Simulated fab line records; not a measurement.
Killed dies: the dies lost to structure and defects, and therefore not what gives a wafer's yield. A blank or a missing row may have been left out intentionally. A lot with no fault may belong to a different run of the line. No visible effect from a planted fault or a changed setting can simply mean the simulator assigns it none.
Problem report in the 8D (eight disciplines) form, filled by code | flow gf180mcu | the parts of the form that need people (team, actions taken, sign-off) are left out

## 1. WHAT WENT WRONG
Wafers free of any fault read 1064 (standard deviation 8.3) for HV_LDD_2_TW at GF_HV_LDD_TW_MEAS_23, against a mean of 1554 on 6 wafers of 2 lots. That is +59 standard deviations from the usual mean.
First observed at day 14 16:23: wafer L474.2, on filmMetro-02. The record holds 42 wafers of 14 lots with a number at this step. The rule behind "out" and "out of limits": a value lying over 4 standard deviations away from the usual mean. The rest of the wafers with a number are treated as sound.

## 2. WHAT IT IS AND WHAT IT IS NOT
question                    | is                     | is not
which readings at this step | HV_LDD_2_TW            | -
which lots                  | L474, L476             | L462, L463, L464, L465, L466, L467, L470, L471, L478, L483, L484, L485
which wafers of those lots  | all that have a number | -
read on which gauges        | filmMetro-02           | filmMetro-01, filmMetro-03
when                        | from day 14 16:23      | up to then (24 sound wafers); but 12 sound wafers of L478, L483, L484, L485 came after

## 3. SUSPECTS, AND WHAT RULES EACH OUT
Counting: any tool at a process step up to the reading is kept as a suspect provided that every lot that is out went through it and no sound lot did after the first of them.
- the gauge at GF_HV_LDD_TW_MEAS_23 is ruled out. All the wafers that are out were read on filmMetro-02, but those of them that GF_HV_LDD_IMPLANT_21 has rows for are out there too, on other tools.
- implanter-03 at GF_HV_LDD_IMPLANT_21: ruled out as a lasting fault. After its first lot that is out, L474 (day 14 16:09), sound lots L484 ran on it.
Left after counting: nothing in the record.

## 4. THE CAUSE (what the simulator had put in)
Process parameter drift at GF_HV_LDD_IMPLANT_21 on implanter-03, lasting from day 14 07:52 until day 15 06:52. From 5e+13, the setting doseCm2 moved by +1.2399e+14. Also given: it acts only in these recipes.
It was ruled out by counting, in error; the rule expects a fault to strike all lots run on its tool from its start on, and this fault did not.

## 5. THE CHAIN OF EFFECTS, in route order
Rows list readings where the struck wafers' mean (over those with a number) sits beyond 3 standard deviations from the usual. Scope: only readings with a usual standard deviation given in the record; hours: median across lots of the time from each lot's start at the first step in this table that gives one to its start at this step; sigmas: change in usual standard deviations.
hours | step                 | reading          | usual   | on struck wafers | change | sigmas
0     | GF_HV_LDD_IMPLANT_21 | beamOnS          | 10.02 s | 12.81            | +2.79  | +14
0     | GF_HV_LDD_IMPLANT_21 | doseIonsCm2      | 5e+13   | 2e+14            | +1e+14 | +99 or more
0     | GF_HV_LDD_IMPLANT_21 | faradayCurrentUA | 281     | 765              | +484   | +85
0     | GF_HV_LDD_TW_MEAS_23 | HV_LDD_2_TW      | 1064    | 1554             | +490   | +59
Its process steps:
- GF_HV_LDD_IMPLANT_21

## 6. HOW IT WOULD HAVE BEEN CAUGHT EARLIER
Counted from the fault's start at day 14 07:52, it took 9 hours until the first out-of-limits reading at a measuring or inspecting step in this record, taken at day 14 16:23.
At GF_HV_LDD_IMPLANT_21, the tool's own readings (beamOnS, doseIonsCm2, faradayCurrentUA) were out on each struck wafer the step has a row for, so an alarm limit on them would have fired on the first such wafer.
